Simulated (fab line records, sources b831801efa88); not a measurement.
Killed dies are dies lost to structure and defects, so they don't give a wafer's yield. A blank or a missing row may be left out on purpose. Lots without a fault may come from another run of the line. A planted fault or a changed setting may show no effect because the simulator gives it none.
Chamber matching | flow sky130 | SKY_CONTACT_ETCH_18 on rie_diel-02: 4 sister chambers
The step etches Si3N4 in CHF3/O2, stops on TiN, time 39 s, target depth 75 nm. 4 wafers are shown with their chamber, then 7 later ones without.

WAFERS WITH THEIR CHAMBER
wafer  | chamber | drypump_motor_current_A (A)
L965.1 | 3       | 5.9
L965.3 | 2       | 6.5
L967.1 | 0       | 5.3
L967.2 | 1       | 6.3

WAFERS WITHOUT THEIR CHAMBER
wafer  | drypump_motor_current_A (A)
L967.5 | 6.5
L979.2 | 5.2
L979.4 | 5.9
L979.5 | 5.2
L981.1 | 6.4
L981.4 | 6.4
L981.6 | 6.5

WHICH CHAMBER EACH WENT THROUGH
wafer  | from the rows above     | in truth
L967.5 | 2                       | 2
L979.2 | 0                       | 0
L979.4 | 3                       | 3
L979.5 | 0                       | 0
L981.1 | can't be placed: 2 or 1 | 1
L981.4 | can't be placed: 2 or 1 | 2
L981.6 | 2                       | 2
Placed correctly: 5 of 7. Can't be placed from these rows: 2 (the true chamber is among the candidates in 2). Placed wrongly: 0.
How it was worked out, from the rows above alone: a wafer's distance from a chamber is the root of the sum, over the readings, of the square of ((its reading less the chamber's mean) divided by the reading's scatter). The wafer belongs to the nearest chamber; if the next one is less than 2 further off, it can't be placed. A chamber's mean is the mean of its shown wafers. The scatter: with one shown wafer a chamber, the root of the mean of the squares of how far each hidden wafer lies from its nearest shown one.
